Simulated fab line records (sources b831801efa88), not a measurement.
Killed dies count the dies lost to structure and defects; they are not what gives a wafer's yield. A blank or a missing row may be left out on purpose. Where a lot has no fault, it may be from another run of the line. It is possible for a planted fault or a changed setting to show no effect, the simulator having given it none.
fab line records + flow gf180mcu
record
- lots=13
- wafers=39
- last_day=34
route steps=602 shown MVPSD@87 VT_IMPLANT@140 HV_LDD@184 SAB@264
lots untouched by any fault: they come from a run of this same line in which no faults occurred
start_h: start of the lot's first displayed wafer, in hours after the record's first day + wait_h: time in hours since the lot's previous step + " identical to the entry in the row above + L1.1+2: a row that stands for several wafers + - no value, or no start was given + * or withheld: withheld + < > ~ a bound
route shown NAME@n: NAME is a module with steps in the file, n the number in the route of the first one + usual: mean/standard deviation taken from wafers without a fault + same: alike in all rows + chamber/n: place in a boat + sites: readings site by site + _std_site: how widely they spread, as a standard deviation + _edge_site: inner sites' mean taken away from outer sites' mean + radius_mm: how far each site lies from the wafer's centre + mask NAME#n: copy n + behind: the tool/chamber that last shaped the wafer + hold: reason for holding the lot/hours on hold/outcome of the hold + device: which transistor (n, p or np) failed to switch + end of line: the tests these same wafers got at the end of their route + for a step that has no rows: nothing shown but its recipe + killed: dies that structure and defects cost at the first sort, which is not the same as the wafer's yield + map: shows each die of a wafer: x if killed, . if not, _ if none is there
set.NAME: the setting the step ran with; set.NAME@STEP: the setting that earlier step ran with + model.NAME: the simulator's own value behind a step, which no gauge read
a sample of lots followed through the steps of the route, with each step as a table and each wafer as a row
services: a tool's chamber out of use, with start hour (start_h, from the record's first day; less than 0 if before it), hours out, and reason
## steps
# step GF_MVPSD_IMPLANT_09
# recipe
- species=B
- energy_kev=40
- dose_cm2=5e+12
- tilt_deg=0
| lot.wafer  | tool         | chamber | start_h | wait_h |
|------------|--------------|---------|---------|--------|
| L953.3+4+5 | implanter-04 | 0       | 97.75   | 0.1    |
| L955.1+5+6 | implanter-03 | 0       | 106.64  | 0.1    |
| L956.2+3+4 | implanter-03 | 0       | 110.27  | 0.1    |
| L958.2+3+5 | implanter-03 | 0       | 121.07  | 0.1    |
| L959.1+2+3 | implanter-03 | 0       | 126.25  | 0.1    |
| L962.1+2+3 | implanter-04 | 0       | 143.30  | 0.1    |
| L966.3+4+6 | implanter-04 | 0       | 167.80  | 0.1    |
| L969.1+4+5 | implanter-04 | 0       | 195.54  | 0.1    |
| L971.2+5+6 | implanter-04 | 0       | 199.42  | 0.1    |
| L972.2+5+6 | implanter-03 | 0       | 206.46  | 0.1    |
| L973.1+2+5 | implanter-02 | 0       | 219.74  | 0.1    |
| L974.1+2+4 | implanter-02 | 0       | 227.24  | 0.1    |
| L975.2+3+6 | implanter-04 | 0       | 236.72  | 0.1    |
# step GF_VT_IMPLANT_RS_MEAS_49
# recipe
- thk_meas_gauge=four-point-probe
# usual
- MVPSD_RS=1170.0/2.6
| lot.wafer | tool          | chamber | start_h | wait_h | hold                     | MVPSD_RS[ohm/sq] |
|-----------|---------------|---------|---------|--------|--------------------------|------------------|
| L953.3    | film_metro-02 | -       | 152.65  | 0.1    | -                        | 1169.3           |
| L953.4    | "             | -       | "       | "      | -                        | 1170.3           |
| L953.5    | "             | -       | "       | "      | -                        | 1171.2           |
| L955.1    | film_metro-04 | -       | 166.11  | 0.1    | -                        | 1176.1           |
| L955.5    | "             | -       | "       | "      | -                        | 1175.4           |
| L955.6    | "             | -       | "       | "      | -                        | 1174.2           |
| L956.2    | film_metro-01 | -       | 174.78  | 0.1    | -                        | 1171.7           |
| L956.3    | "             | -       | "       | "      | -                        | 1171.2           |
| L956.4    | "             | -       | "       | "      | -                        | 1167.5           |
| L958.2    | film_metro-02 | -       | 186.74  | 0.1    | await_dispo/0.2h/release | 1193.7           |
| L958.3    | "             | -       | "       | "      | await_dispo/0.2h/release | 1186.9           |
| L958.5    | "             | -       | "       | "      | await_dispo/0.2h/release | 1190.4           |
| L958.2    | film_metro-02 | -       | 187.03  | 0.3    | -                        | 1193.4           |
| L958.3    | "             | -       | "       | "      | -                        | 1190.0           |
| L958.5    | "             | -       | "       | "      | -                        | 1193.3           |
| L959.1    | film_metro-01 | -       | 193.32  | 0.1    | await_dispo/0.2h/release | 1195.0           |
| L959.2    | "             | -       | "       | "      | await_dispo/0.2h/release | 1193.5           |
| L959.3    | "             | -       | "       | "      | await_dispo/0.2h/release | 1195.3           |
| L959.1    | film_metro-01 | -       | 193.62  | 0.3    | -                        | 1197.2           |
| L959.2    | "             | -       | "       | "      | -                        | 1195.1           |
| L959.3    | "             | -       | "       | "      | -                        | 1195.1           |
| L962.1    | film_metro-01 | -       | 212.61  | 0.1    | -                        | 1172.1           |
| L962.2    | "             | -       | "       | "      | -                        | 1173.5           |
| L962.3    | "             | -       | "       | "      | -                        | 1172.9           |
| L966.3    | film_metro-02 | -       | 239.66  | 0.1    | -                        | 1171.9           |
| L966.4    | "             | -       | "       | "      | -                        | 1168.7           |
| L966.6    | "             | -       | "       | "      | -                        | 1171.8           |
| L969.1    | film_metro-02 | -       | 271.12  | 0.1    | -                        | 1169.5           |
| L969.4    | "             | -       | "       | "      | -                        | 1167.0           |
| L969.5    | "             | -       | "       | "      | -                        | 1169.6           |
| L971.2    | film_metro-01 | -       | 272.88  | 0.1    | -                        | 1171.7           |
| L971.5    | "             | -       | "       | "      | -                        | 1169.0           |
| L971.6    | "             | -       | "       | "      | -                        | 1169.5           |
| L972.2    | film_metro-04 | -       | 281.98  | 0.1    | -                        | 1172.3           |
| L972.5    | "             | -       | "       | "      | -                        | 1176.6           |
| L972.6    | "             | -       | "       | "      | -                        | 1170.8           |
| L973.1    | film_metro-02 | -       | 298.81  | 0.1    | -                        | 1168.3           |
| L973.2    | "             | -       | "       | "      | -                        | 1168.0           |
| L973.5    | "             | -       | "       | "      | -                        | 1168.4           |
| L974.1    | film_metro-02 | -       | 303.96  | 0.1    | -                        | 1167.7           |
| L974.2    | "             | -       | "       | "      | -                        | 1169.9           |
| L974.4    | "             | -       | "       | "      | -                        | 1169.7           |
| L975.2    | film_metro-01 | -       | 316.43  | 0.1    | -                        | 1174.3           |
| L975.3    | "             | -       | "       | "      | -                        | 1170.6           |
| L975.6    | "             | -       | "       | "      | -                        | 1172.8           |
# step GF_VT_IMPLANT_WET_ETCH_50
# recipe
- chemistry=dHF
- target_depth_nm=20
- target=SiO2
- temp_c=25
- dilution=100:1
- time_s=400
| lot.wafer  | tool         | chamber | start_h | wait_h | hold                     |
|------------|--------------|---------|---------|--------|--------------------------|
| L953.3+4+5 | wet_bench-04 | 3       | 152.73  | 0.1    | -                        |
| L955.1+5+6 | wet_bench-02 | 0       | 166.23  | 0.1    | -                        |
| L956.2+3+4 | wet_bench-01 | 1       | 174.88  | 0.1    | -                        |
| L958.2+3+5 | wet_bench-04 | 1       | 190.84  | 3.8    | await_dispo/3.7h/release |
| L959.1+2+3 | wet_bench-04 | 1       | 195.75  | 2.1    | await_dispo/2.0h/release |
| L962.1+2+3 | wet_bench-01 | 3       | 212.73  | 0.1    | -                        |
| L966.3+4+6 | wet_bench-04 | 2       | 239.74  | 0.1    | -                        |
| L969.1+4+5 | wet_bench-04 | 3       | 271.24  | 0.1    | -                        |
| L971.2+5+6 | wet_bench-01 | 2       | 272.98  | 0.1    | -                        |
| L972.2+5+6 | wet_bench-01 | 2       | 282.08  | 0.1    | -                        |
| L973.1+2+5 | wet_bench-04 | 0       | 298.93  | 0.1    | -                        |
| L974.1+2+4 | wet_bench-02 | 0       | 304.08  | 0.1    | -                        |
| L975.2+3+6 | wet_bench-02 | 2       | 316.53  | 0.1    | -                        |
# step GF_HV_LDD_OVL_MEAS_08
# usual
- HV_LDD_OVL=0.5/1.2
| lot.wafer | tool       | chamber | start_h | wait_h | HV_LDD_OVL[nm] |
|-----------|------------|---------|---------|--------|----------------|
| L953.3    | overlay-02 | -       | 214.73  | 0.1    | -0.3           |
| L953.4    | "          | -       | "       | "      | 1.3            |
| L953.5    | "          | -       | "       | "      | 2.5            |
| L955.1    | overlay-02 | -       | 227.83  | 0.1    | 1.4            |
| L955.5    | "          | -       | "       | "      | 0.4            |
| L955.6    | "          | -       | "       | "      | 0.7            |
| L956.2    | overlay-02 | -       | 235.59  | 0.1    | 2.1            |
| L956.3    | "          | -       | "       | "      | -1.0           |
| L956.4    | "          | -       | "       | "      | -0.6           |
| L958.2    | overlay-01 | -       | 250.73  | 0.1    | 0.9            |
| L958.3    | "          | -       | "       | "      | 1.3            |
| L958.5    | "          | -       | "       | "      | 1.6            |
| L959.1    | overlay-02 | -       | 257.22  | 0.1    | 1.7            |
| L959.2    | "          | -       | "       | "      | 1.4            |
| L959.3    | "          | -       | "       | "      | 1.3            |
| L962.1    | overlay-01 | -       | 280.63  | 0.1    | -0.4           |
| L962.2    | "          | -       | "       | "      | 1.0            |
| L962.3    | "          | -       | "       | "      | -0.3           |
| L966.3    | overlay-01 | -       | 305.69  | 0.1    | -1.6           |
| L966.4    | "          | -       | "       | "      | -0.9           |
| L966.6    | "          | -       | "       | "      | -0.1           |
| L969.1    | overlay-01 | -       | 340.78  | 0.1    | 0.9            |
| L969.4    | "          | -       | "       | "      | 1.1            |
| L969.5    | "          | -       | "       | "      | 1.5            |
| L971.2    | overlay-02 | -       | 347.63  | 0.1    | 0.4            |
| L971.5    | "          | -       | "       | "      | 0.8            |
| L971.6    | "          | -       | "       | "      | -0.3           |
| L972.2    | overlay-02 | -       | 350.03  | 0.1    | 1.5            |
| L972.5    | "          | -       | "       | "      | 1.6            |
| L972.6    | "          | -       | "       | "      | -0.5           |
| L973.1    | overlay-02 | -       | 371.08  | 0.1    | 0.6            |
| L973.2    | "          | -       | "       | "      | 1.3            |
| L973.5    | "          | -       | "       | "      | 1.0            |
| L974.1    | overlay-02 | -       | 377.17  | 0.1    | -0.4           |
| L974.2    | "          | -       | "       | "      | -1.1           |
| L974.4    | "          | -       | "       | "      | -0.7           |
| L975.2    | overlay-02 | -       | 389.23  | 0.1    | 0.3            |
| L975.3    | "          | -       | "       | "      | 2.4            |
| L975.6    | "          | -       | "       | "      | 0.9            |
# step GF_SAB_CVD_00
# recipe
- material=SiO2
- target_thk_nm=50
- precursor=TEOS
- temp_c=400
- time_s=4.9302
- rf_w=600
# usual
- heater_power_outer_w=381/50
- heater_power_w=652/68
| lot.wafer | tool     | chamber | start_h | wait_h | heater_power_outer_w | heater_power_w |
|-----------|----------|---------|---------|--------|----------------------|----------------|
| L953.3    | pecvd-02 | 2       | 319.90  | 0.1    | 443                  | 684            |
| L953.4    | "        | 0       | "       | "      | 335                  | 574            |
| L953.5    | "        | 1       | "       | "      | 328                  | 537            |
| L955.1    | pecvd-02 | 0       | 332.10  | 0.1    | 375                  | 647            |
| L955.5    | "        | 1       | "       | "      | 402                  | 627            |
| L955.6    | "        | 0       | "       | "      | 380                  | 657            |
| L956.2    | pecvd-02 | 2       | 340.99  | 0.1    | 382                  | 605            |
| L956.3    | "        | 1       | "       | "      | 342                  | 548            |
| L956.4    | "        | 1       | "       | "      | 359                  | 564            |
| L958.2    | pecvd-04 | 1       | 357.89  | 0.1    | 404                  | 683            |
| L958.3    | "        | 0       | "       | "      | 391                  | 649            |
| L958.5    | "        | 2       | "       | "      | 357                  | 627            |
| L959.1    | pecvd-04 | 0       | 365.54  | 0.1    | 410                  | 689            |
| L959.2    | "        | 2       | "       | "      | 334                  | 606            |
| L959.3    | "        | 1       | "       | "      | 462                  | 775            |
| L962.1    | pecvd-02 | 1       | 394.34  | 0.1    | 377                  | 617            |
| L962.2    | "        | 2       | "       | "      | 427                  | 659            |
| L962.3    | "        | 0       | "       | "      | 301                  | 548            |
| L966.3    | pecvd-01 | 0       | 423.30  | 0.1    | 374                  | 644            |
| L966.4    | "        | 2       | "       | "      | 471                  | 823            |
| L966.6    | "        | 1       | "       | "      | 281                  | 573            |
| L969.1    | pecvd-02 | 2       | 464.11  | 0.1    | 432                  | 682            |
| L969.4    | "        | 0       | "       | "      | 359                  | 619            |
| L969.5    | "        | 1       | "       | "      | 366                  | 592            |
| L971.2    | pecvd-02 | 2       | 469.80  | 0.1    | 450                  | 685            |
| L971.5    | "        | 2       | "       | "      | 446                  | 703            |
| L971.6    | "        | 0       | "       | "      | 358                  | 622            |
| L972.2    | pecvd-02 | 1       | 473.54  | 0.1    | 423                  | 656            |
| L972.5    | "        | 2       | "       | "      | 439                  | 685            |
| L972.6    | "        | 0       | "       | "      | 373                  | 630            |
| L973.1    | pecvd-04 | 2       | 496.71  | 0.1    | 361                  | 660            |
| L973.2    | "        | 1       | "       | "      | 414                  | 739            |
| L973.5    | "        | 2       | "       | "      | 365                  | 662            |
| L974.1    | pecvd-02 | 1       | 503.10  | 0.1    | 374                  | 581            |
| L974.2    | "        | 0       | "       | "      | 350                  | 618            |
| L974.4    | "        | 1       | "       | "      | 375                  | 598            |
| L975.2    | pecvd-04 | 1       | 514.90  | 0.1    | 398                  | 695            |
| L975.3    | "        | 0       | "       | "      | 438                  | 701            |
| L975.6    | "        | 0       | "       | "      | 446                  | 691            |
# step GF_SAB_OVL_MEAS_10
# usual
- SAB_OVL=0.4/1.4
| lot.wafer | tool       | chamber | start_h | wait_h | SAB_OVL[nm] |
|-----------|------------|---------|---------|--------|-------------|
| L953.3    | overlay-02 | -       | 341.78  | 0.1    | 0.4         |
| L953.4    | "          | -       | "       | "      | -0.1        |
| L953.5    | "          | -       | "       | "      | 2.8         |
| L955.1    | overlay-01 | -       | 353.62  | 0.1    | -1.4        |
| L955.5    | "          | -       | "       | "      | -0.3        |
| L955.6    | "          | -       | "       | "      | -0.5        |
| L956.2    | overlay-01 | -       | 363.12  | 0.1    | -0.4        |
| L956.3    | "          | -       | "       | "      | 1.6         |
| L956.4    | "          | -       | "       | "      | 1.6         |
| L958.2    | overlay-02 | -       | 379.53  | 0.1    | -0.3        |
| L958.3    | "          | -       | "       | "      | 2.3         |
| L958.5    | "          | -       | "       | "      | -0.1        |
| L959.1    | overlay-02 | -       | 388.32  | 0.1    | 3.1         |
| L959.2    | "          | -       | "       | "      | 3.7         |
| L959.3    | "          | -       | "       | "      | 3.1         |
| L962.1    | overlay-01 | -       | 418.12  | 0.1    | 3.3         |
| L962.2    | "          | -       | "       | "      | 0.6         |
| L962.3    | "          | -       | "       | "      | 1.6         |
| L966.3    | overlay-02 | -       | 448.18  | 0.1    | 1.3         |
| L966.4    | "          | -       | "       | "      | 0.1         |
| L966.6    | "          | -       | "       | "      | 0.3         |
| L969.1    | overlay-01 | -       | 488.27  | 0.1    | 2.1         |
| L969.4    | "          | -       | "       | "      | 1.4         |
| L969.5    | "          | -       | "       | "      | 0.4         |
| L971.2    | overlay-02 | -       | 493.62  | 0.1    | 3.3         |
| L971.5    | "          | -       | "       | "      | 4.0         |
| L971.6    | "          | -       | "       | "      | 3.6         |
| L972.2    | overlay-02 | -       | 497.30  | 0.1    | -0.8        |
| L972.5    | "          | -       | "       | "      | -1.2        |
| L972.6    | "          | -       | "       | "      | -2.0        |
| L973.1    | overlay-01 | -       | 520.47  | 0.1    | 0.2         |
| L973.2    | "          | -       | "       | "      | -1.2        |
| L973.5    | "          | -       | "       | "      | 1.0         |
| L974.1    | overlay-02 | -       | 526.07  | 0.1    | -0.3        |
| L974.2    | "          | -       | "       | "      | -0.4        |
| L974.4    | "          | -       | "       | "      | -1.7        |
| L975.2    | overlay-01 | -       | 537.83  | 0.1    | -0.1        |
| L975.3    | "          | -       | "       | "      | 0.9         |
| L975.6    | "          | -       | "       | "      | -0.9        |
## services
| tool         | chamber | start_h | hours | kind   |
|--------------|---------|---------|-------|--------|
| implanter-03 | -       | 79.05   | 1.4   | repair |
| implanter-04 | -       | 92.93   | 0.6   | repair |
| pecvd-04     | 2       | 98.21   | 7.8   | repair |
| pecvd-02     | -       | 100.65  | 2.4   | repair |
| pecvd-04     | -       | 120.77  | 2.7   | repair |
| pecvd-02     | -       | 160.62  | 14.0  | pm     |
| pecvd-04     | -       | 162.88  | 2.8   | repair |
| implanter-03 | -       | 173.10  | 4.4   | pm     |
| pecvd-02     | -       | 180.33  | 0.9   | repair |
| pecvd-04     | 0       | 180.76  | 5.0   | repair |
| pecvd-02     | -       | 204.96  | 2.4   | repair |
| pecvd-02     | -       | 209.64  | 2.8   | pm     |
| implanter-04 | -       | 221.91  | 2.5   | pm     |
| pecvd-04     | 2       | 256.72  | 13.8  | repair |
| implanter-03 | -       | 265.52  | 0.6   | repair |
| pecvd-04     | -       | 321.02  | 14.6  | pm     |
| pecvd-04     | -       | 368.88  | 14.0  | pm     |
| pecvd-02     | -       | 374.98  | 14.6  | pm     |
| implanter-03 | -       | 438.05  | 2.8   | repair |
| implanter-04 | -       | 460.10  | 28.7  | pm     |
| pecvd-02     | 2       | 476.58  | 46.2  | repair |
| implanter-03 | -       | 485.70  | 1.1   | repair |
| implanter-04 | -       | 497.92  | 3.4   | pm     |
| implanter-04 | -       | 511.43  | 2.7   | repair |
## key
first_sign
- step=GF_VT_IMPLANT_RS_MEAS_49
- reading=MVPSD_RS
- direction=up
- sigmas=8.6
- usual=1170.0
- struck=1192.5
effect
- step=GF_VT_IMPLANT_RS_MEAS_49
- reading=hold
- direction=added
met_at GF_MVPSD_IMPLANT_09
struck_lots L958,L959
tester_left_out L958,L959
not_acting_at GF_HV_LDD_OVL_MEAS_08,GF_SAB_CVD_00,GF_SAB_OVL_MEAS_10
onset_between 110.27 121.07
fault
- kind=process_parameter_drift
- tool=implanter-03
- chamber=-
- onset_h=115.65
- steps=GF_MVPSD_IMPLANT_09
- channel=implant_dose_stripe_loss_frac
- offset=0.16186
- shape=step
- end_h=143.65
# tester_left_out: of these lots the tester's yield and bins aren't shown, on N5 and GAA mostly nor the transistor test; their killed dies are dies lost to structure and defects alone, not to doping, threshold or leakage, so they don't give the yield
